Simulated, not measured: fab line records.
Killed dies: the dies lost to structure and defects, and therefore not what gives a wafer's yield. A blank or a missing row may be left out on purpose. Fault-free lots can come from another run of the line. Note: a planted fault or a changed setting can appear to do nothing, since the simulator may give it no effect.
Struck lot and sound lot, side by side | flow sky130 | 17 steps out of a route of 708
Sound: wafers L234.1, L234.4, L234.6. The struck wafers were L247.1, L247.3, L247.5. Last of all comes the cause.
Per side, at each step with rows, come the tool, then ch with its chambers, and then its first start. Under that, the readings that differ: sound wafers | struck wafers | difference of the means | sigmas: that difference in standard deviations of wafers without a fault.
alike: readings with means less than 2 such deviations apart, plus words and numbers identical on both sides. not compared: withheld readings, readings lacking a value on some wafer, bounds such as >300 that could conceal the same value, and numbers that have no deviation in the record and whose values overlap.
Wherever a step has rows on one side only, a row that says differs or no value, or a row with sigmas, the two part there. Non-overlapping numbers with no deviation appear without sigmas and do not part them. A reading missing from all wafers of one side parts the sides only when that side holds two or more wafers.

SKY_VT_ADJUST_HVTR_OVL_MEAS_08:
  sound on overlay-01 at day 10 07:14; struck on overlay-01 at day 14 10:29
  alike: VT_ADJUST_HVTR_OVL
after that, 1 step had no rows for these wafers: SKY_VT_ADJUST_HVTR_IMPLANT_09.
SKY_VT_ADJUST_HVTR_STRIP_10: strips in O2/N2.
  sound on plasmaAsher-03 ch 0, day 10 07:25; struck on plasmaAsher-03 ch 1, day 14 10:40
  alike: drypumpMotorCurrentA, oesProductAu, stripTimeToEndpointS
  not compared: rfHoursCounterH
SKY_VT_ADJUST_HVTR_TW_MEAS_11:
  sound on filmMetro-01 at day 10 07:31; struck on filmMetro-04 at day 14 10:46
  alike: VT_ADJUST_HVTR_TW
then, 7 steps without rows for these wafers: SKY_VT_ADJUST_PCH_DEHYDRATE_00 (time 60 s); SKY_VT_ADJUST_PCH_HMDS_01 (prime time 60 s); SKY_VT_ADJUST_PCH_COAT_02 (resist thk 3000 nm); SKY_VT_ADJUST_PCH_SOFTBAKE_03; SKY_VT_ADJUST_PCH_EXPOSE_04 (exposes mask NWM, target cd 840 nm); SKY_VT_ADJUST_PCH_PEB_05; SKY_VT_ADJUST_PCH_DEVELOP_06 (develop time 60 s).
SKY_VT_ADJUST_PCH_OVL_MEAS_07:
  sound on overlay-01 at day 11 06:11; struck on overlay-02 at day 15 13:05
  alike: VT_ADJUST_PCH_OVL
SKY_VT_ADJUST_PCH_IMPLANT_08:
  sound on implanter-04 ch 0, day 11 06:14; struck on implanter-04 ch 0, day 15 13:26
  alike: faradayCurrentUA
SKY_VT_ADJUST_PCH_STRIP_09: strips in O2/N2.
  sound on plasmaAsher-02 ch 0, day 11 06:23; struck on plasmaAsher-04 ch 0,1, day 15 13:35
reading                  | sound             | struck            | difference | sigmas
stripTimeToEndpointS (s) | 36.91 37.02 37.05 | 36.81 36.79 36.72 | -0.22      | -2
  alike: drypumpMotorCurrentA, oesProductAu
  not compared: rfHoursCounterH
SKY_VT_ADJUST_PCH_TW_MEAS_10:
  sound on filmMetro-01 at day 11 06:29; struck on filmMetro-01 at day 15 13:41
reading          | sound             | struck            | difference | sigmas
VT_ADJUST_PCH_TW | 143.1 142.7 143.2 | 172.1 172.8 172.6 | +29.5      | +45
then, 1 step without rows for these wafers: SKY_SONOS_TUNNEL_DEHYDRATE_00 (time 60 s).
-- record jumps: 34 days separate the struck wafers' starts on either side; left off in module SONOS_TUNNEL, taken up again in module PAD_OPEN, whose first shown step is the route's number 708 --
SKY_PAD_OPEN_PROBE_99:
  sound on prober-01 at day 46 16:24; struck on prober-02 at day 49 16:49
reading                             | sound                         | struck                       | difference | sigmas
model.etest.nfet_16v.rOnOhmUm       | 1.402e+04 1.387e+04 1.405e+04 | 1.472e+04 1.47e+04 1.475e+04 | +7.433e+02 | 
model.etest.pfetG5v0d10v5.rOnOhmUm  | 4738 4718 4727                | 4530 4520 4504               | -210       | 
model.etest.tipP.rsOhmSq            | 6799 6815 6808                | 6589 6610 6668               | -185       | 
model.etest.pfet_01v8.rOnOhmUm      | 2967 2919 2923                | 2765 2756 2742               | -182       | 
model.etest.tip_p_5v.rsOhmSq        | 2855 2876 2861                | 2804 2806 2798               | -61        | 
model.etest.pfetG5v0d10v5.driveUaUm | 340.8 341.5 342.5             | 363.2 368.4 364.1            | +23.6      | 
model.etest.pfet_01v8_lvt.driveUaUm | 169.3 170.4 171.9             | 192.2 192.8 192.8            | +22.1      | 
model.etest.pfet_01v8.driveUaUm     | 186.9 191.7 189.8             | 207.6 208.7 211.6            | +19.8      | 
  alike: killed_at_M0_to_M3, killed_at_M4_up, killedAtContacts, killedAtFrontEnd, killedAtOther, killedDies, killedOnRim, killedOpen, killedShort

== WHERE THEY PART ==
First at SKY_VT_ADJUST_PCH_STRIP_09; last, within this record, at SKY_VT_ADJUST_PCH_TW_MEAS_10. Later steps at which nothing parts them and some readings are alike: SKY_PAD_OPEN_PROBE_99.

WHY: whatever the simulator had introduced
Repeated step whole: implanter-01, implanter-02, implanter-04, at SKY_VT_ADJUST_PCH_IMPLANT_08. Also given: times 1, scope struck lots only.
